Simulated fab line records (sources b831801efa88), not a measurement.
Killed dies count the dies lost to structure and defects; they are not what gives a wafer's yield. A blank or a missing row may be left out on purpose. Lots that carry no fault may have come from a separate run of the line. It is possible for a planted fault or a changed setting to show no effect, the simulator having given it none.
Which tool was responsible? -- flow gf180mcu -- Sampling: 13 lots, 39 wafers, 5 of 602 route steps

## WHAT EACH GAUGE READ, for each wafer
GF_STI_BOW_MEAS_00.
lot,measured,on,INCOMING_BOW (um)
L552,day 2 01:00,film-metro-02,5 -2 -4
L553,day 2 06:01,film-metro-03,1 -7 7
L554,day 2 11:00,film-metro-01,-1 -4 2
L555,day 2 16:02,film-metro-03,-8 -2 -6
L556,day 2 21:00,film-metro-03,-2 -9 6
L559,day 3 12:00,film-metro-02,2 9 0
L560,day 3 17:01,film-metro-01,1 1 -2
L561,day 3 22:01,film-metro-02,-7 0 -8
L563,day 4 08:01,film-metro-03,9 2 5
L565,day 4 18:00,film-metro-03,0 2 2
L570,day 5 19:00,film-metro-03,11 5 4
L571,day 6 00:01,film-metro-02,2 -2 5
L572,day 6 05:01,film-metro-01,-9 -7 -12

GF_STI_THK_MEAS_22.
lot,measured,on,STI_OXIDATION_01_THK (nm)
L552,day 2 20:17,film-metro-01,15.29 15.00 15.17
L553,day 3 00:08,film-metro-01,14.76 14.67 14.72
L554,day 3 05:47,film-metro-02,15.34 15.27 15.36
L555,day 3 12:35,film-metro-02,14.72 14.99 15.00
L556,day 3 16:40,film-metro-01,14.49 14.73 14.34
L559,day 4 07:22,film-metro-01,14.59 14.44 14.28
L560,day 4 12:08,film-metro-03,- - -
L561,day 4 16:38,film-metro-01,- - -
L563,day 5 03:20,film-metro-03,14.70 15.04 14.95
L565,day 5 13:16,film-metro-01,15.35 15.52 15.45
L570,day 6 15:14,film-metro-03,14.99 15.25 15.16
L571,day 6 20:28,film-metro-03,15.31 15.09 15.04
L572,day 7 03:05,film-metro-02,15.46 15.38 15.17

GF_VT_IMPLANT_OVL_MEAS_18.
lot,measured,on,VT_IMPLANT_01_OVL (nm)
L552,day 7 01:21,overlay-01,1.1 0.4 1.6
L553,day 7 05:48,overlay-02,-0.6 -1.3 -0.5
L554,day 7 18:05,overlay-02,-1.5 -1.1 -1.3
L555,day 7 19:03,overlay-01,3.0 4.8 1.4
L556,day 8 02:59,overlay-02,0.1 0.0 0.5
L559,day 8 20:43,overlay-01,0.3 2.2 0.7
L563,day 9 21:07,overlay-02,0.8 -0.2 0.5
L565,day 10 10:45,overlay-02,-1.3 -2.5 -0.3
L570,day 11 17:17,overlay-02,-0.7 -1.5 -0.7
L571,day 12 03:15,overlay-02,-1.1 -3.3 -0.8
L572,day 12 06:48,overlay-02,-2.0 0.3 0.1

## WHAT TOOL EACH LOT RAN ON (gives the tool, then ch and the chambers of the sampled wafers, and finally the start)
lot,GF_STI_CVD_03,GF_NWELL_STRIP_10
L552,"lpcvd-01 ch 1, day 2 04:08","plasma-asher-02 ch 0,1, day 4 01:35"
L553,"lpcvd-02 ch 0, day 2 08:31","plasma-asher-02 ch 0,1, day 4 05:17"
L554,"lpcvd-02 ch 1, day 2 13:56","plasma-asher-04 ch 0,1, day 4 13:26"
L555,"lpcvd-02 ch 1, day 2 17:47","plasma-asher-04 ch 0,1, day 4 17:53"
L556,"lpcvd-02 ch 0, day 2 23:04","plasma-asher-02 ch 0,1, day 4 22:53"
L559,"lpcvd-02 ch 1, day 3 14:01","plasma-asher-04 ch 0,1, day 5 14:44"
L560,"lpcvd-02 ch 1, day 3 19:34",-
L561,"lpcvd-02 ch 1, day 4 00:17",-
L563,"lpcvd-02 ch 1, day 4 10:22","plasma-asher-01 ch 0,1, day 6 11:35"
L565,"lpcvd-01 ch 1, day 4 19:34","plasma-asher-04 ch 0,1, day 6 22:26"
L570,"lpcvd-02 ch 0, day 5 20:34","plasma-asher-02 ch 0,1, day 8 01:50"
L571,"lpcvd-02 ch 0, day 6 01:34","plasma-asher-01 ch 0,1, day 8 08:38"
L572,"lpcvd-02 ch 0, day 6 06:46","plasma-asher-04 ch 0,1, day 8 13:11"
- GF_STI_CVD_03: deposits Si3N4 from DCS/NH3, target thk 207.16 nm, time 3551 s.
- GF_NWELL_STRIP_10: strips in O2/N2.

## WHAT THE TOOLS THEMSELVES READ (means of the sampled wafers that have a number; where no wafer has one, the mark that the record gives instead)
GF_STI_CVD_03.
lot,tool,pressure-mtorr (mTorr),spike-tc-bottom-C (C),zone-power-upper-pct (%)
L552,lpcvd-01,250.0,787,10.0
L553,lpcvd-02,250.3,790,12.1
L554,lpcvd-02,250.0,796,12.6
L555,lpcvd-02,250.1,794,12.6
L556,lpcvd-02,249.9,790,12.1
L559,lpcvd-02,250.0,795,12.6
L560,lpcvd-02,-,-,-
L561,lpcvd-02,-,-,-
L563,lpcvd-02,250.9,796,12.7
L565,lpcvd-01,249.6,786,10.0
L570,lpcvd-02,250.2,789,12.1
L571,lpcvd-02,249.9,789,12.1
L572,lpcvd-02,250.0,790,12.1

GF_NWELL_STRIP_10.
lot,tool,drypump-motor-current-A (A),heater-power-w (W),oes-product-au (a.u.),strip-time-to-endpoint-s (s)
L552,plasma-asher-02,5.8,386,0.725,36.87
L553,plasma-asher-02,5.8,382,0.722,36.92
L554,plasma-asher-04,5.8,325,0.724,36.93
L555,plasma-asher-04,6.0,368,0.723,36.95
L556,plasma-asher-02,5.8,380,0.725,36.93
L559,plasma-asher-04,5.7,329,0.717,36.87
L563,plasma-asher-01,5.9,339,0.722,36.79
L565,plasma-asher-04,6.0,359,0.719,36.84
L570,plasma-asher-02,5.8,353,0.721,36.97
L571,plasma-asher-01,5.9,345,0.717,36.78
L572,plasma-asher-04,5.8,325,0.719,37.15

## THE ANSWER, worked out from the rows above alone
Rule: usual is defined by the lots themselves. Put in order of their means at a reading, lots are off if they are a third of the lots or fewer, leave a main group of 4 or more, and stand apart from it by a gap of 3 or more times the standard deviation of the main group's means; of several such gaps the widest counts. Not used: any main group whose means are identical at the precision the tables above print for the reading. A lot without any number at a reading at which 4 lots or more have one is off too. All remaining lots with rows at the step are treated as sound. The gauges are gone through in route order, then the tools' own readings, and for those a lot's mean is taken as printed above. At the first step where some lot is off, the reading lying furthest off is the one used; lots without a number count as furthest.
Off: at GF_STI_THK_MEAS_22 (STI_OXIDATION_01_THK), L560, L561. Without a number there: L560, L561. Mean 15.00 nm and standard deviation 0.32 in the main group.
A tool fits if, at a process step before that reading, it ran every lot that is off, and no sound lot after the first of them. The gauges at GF_STI_THK_MEAS_22 aren't tried: what is off there is off at GF_STI_CVD_03 too, on other tools, and a gauge's error can't cause that. None of those tried fits.

## WHAT THE SIMULATOR PUT IN
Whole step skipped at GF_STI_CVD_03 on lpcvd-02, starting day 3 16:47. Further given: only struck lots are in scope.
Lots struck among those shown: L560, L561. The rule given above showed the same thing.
